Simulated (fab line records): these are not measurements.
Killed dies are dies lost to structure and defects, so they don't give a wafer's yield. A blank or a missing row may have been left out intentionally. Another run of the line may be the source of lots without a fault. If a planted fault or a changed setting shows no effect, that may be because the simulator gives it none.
A lot that was struck, set against a sound lot | flow sky130 | 17 steps out of a route of 708
Sound: these wafers, L807.3, L807.4, L807.6. Struck: wafer L815.1. (L815.2, L815.4 of the same lot were not struck and are left out.) The cause comes at the end.
For every step that has rows: the tool of each side, followed by ch and its chambers, followed by its first start. Under that, the readings that differ: sound wafers | struck wafers | difference of the means | sigmas: that difference in standard deviations of wafers without a fault.
alike: words and numbers the same on both sides, and readings whose means are apart by under 2 such deviations; not compared: readings that were withheld, readings missing a value for some wafer, numbers with overlapping values and no deviation given by the record, and bounds like >300 which may hide the same value.
A row with sigmas, a row that says differs or no value, or rows on one side alone: a step with any of these is where the two part. When numbers do not overlap yet have no deviation, they are printed without sigmas and do not part them. A reading missing from all wafers of one side parts the sides only when that side holds two or more wafers.

first, 3 steps without rows for these wafers: SKY_VIA2_EXPOSE_09 (exposes mask VIM2, target cd 200 nm); SKY_VIA2_PEB_10; SKY_VIA2_DEVELOP_11 (develop time 60 s).
SKY_VIA2_CD_MEAS_12 targets a cd of 200 nm.
  sound on cdSem-02 at day 38 19:21; struck on cdSem-01 at day 41 03:04
  alike: cdNm
SKY_VIA2_OVL_MEAS_13:
  sound on overlay-02 at day 38 19:26; struck on overlay-01 at day 41 03:11
  alike: VIA2_OVL
SKY_VIA2_ETCH_14: etches BARC in N2/H2, stops on SiO2, time 45.9 s, target depth 60 nm.
  sound on rieDiel-03 ch 0,3, day 38 19:28; struck on rieDiel-03 ch 1, day 41 03:13
reading                  | sound                | struck | difference | sigmas
drypumpMotorCurrentA (A) | 6.1 5.9 5.9          | 5.0    | -1.0       | -2
throttleValvePct (%)     | 13.232 13.240 13.233 | 13.209 | -0.026     | -3
  alike: oesProductAu
  not compared: rfHoursCounterH
SKY_VIA2_ETCH_15: etches SiO2 in C4F8/O2/Ar, stops on TiN, target depth 546 nm, time 84 s.
  sound on rieDiel-03 ch 0,3, day 38 19:31; struck on rieDiel-03 ch 1, day 41 03:16
  alike: oesProductAu
  not compared: rfHoursCounterH
SKY_VIA2_STRIP_16: strips in O2/N2.
  sound on plasmaAsher-03 ch 0,1, day 38 19:36; struck on plasmaAsher-01 ch 1, day 41 03:19
reading             | sound | struck | difference                   | sigmas
rfHoursCounterH (h) | - - - | 114    | no value on the sound wafers | 
  alike: drypumpMotorCurrentA, oesProductAu, stripTimeToEndpointS
then, 3 steps without rows for these wafers: SKY_VIA2_STRIP_17 (strips in post etch residue remover, time 1200 s); SKY_VIA2_CLEAN_18 (cleans in IPA, time 180 s); SKY_VIA2_CLEAN_19 (cleans in O3/DIW).
SKY_VIA2_SPUTTER_20: material TiN, target thk 20 nm, time 80 s.
  sound on pvdSputter-02 at day 38 20:10; struck on pvdSputter-03 at day 41 03:55
  alike: throttleValvePct
SKY_VIA2_CVD_21: deposits W, target thk 420 nm, time 126.4 s.
  sound on cvdW-02 ch 0,1, day 38 20:16; struck on cvdW-02 ch 1, day 41 03:58
reading                           | sound                | struck | difference | sigmas
susceptorTempC (C)                | 400.17 400.12 400.15 | 411.44 | +11.29     | +51
model.W_of_VIA2_CVD_21.thkNm (nm) | 426.3 425.8 418.6    | 516.4  | +92.8      | 
  alike: heaterPowerW
SKY_VIA2_RS_MEAS_22: the measuring method here is four-point-probe.
  sound on filmMetro-02 at day 38 20:23; struck on filmMetro-04 at day 41 04:06
reading            | sound             | struck | difference | sigmas
VIA2_W_RS (ohm/sq) | 0.269 0.269 0.274 | 0.222  | -0.049     | -16
SKY_VIA2_THK_MEAS_23: measures by xrf.
  sound on filmMetro-02 at day 38 20:29; struck on filmMetro-04 at day 41 04:13
reading         | sound       | struck | difference | sigmas
VIA2_W_THK (nm) | 405 405 398 | 498    | +95        | +14
SKY_VIA2_CMP_24: polishes, stops on SiO2, t overpolish 20 s, target thk 0 nm.
  sound on cmp-02 ch 1,3, day 38 20:35; struck on cmp-02 ch 0, day 41 04:17
reading             | sound       | struck | difference | sigmas
timeToEndpointS (s) | 107 105 109 | 120    | +13        | +2
  alike: motorCurrentA, platenRpm
SKY_METAL3_SPUTTER_00: material Ti, target thk 15 nm, time 10 s.
  sound on pvdSputter-02 at day 38 20:50; struck on pvdSputter-02 at day 41 04:35
  alike: throttleValvePct

== WHERE THEY PART ==
At SKY_VIA2_ETCH_14 first; at SKY_VIA2_CMP_24 last (within this record only). Later steps at which nothing parts them and some readings are alike: SKY_METAL3_SPUTTER_00.

WHY: whatever the simulator had introduced
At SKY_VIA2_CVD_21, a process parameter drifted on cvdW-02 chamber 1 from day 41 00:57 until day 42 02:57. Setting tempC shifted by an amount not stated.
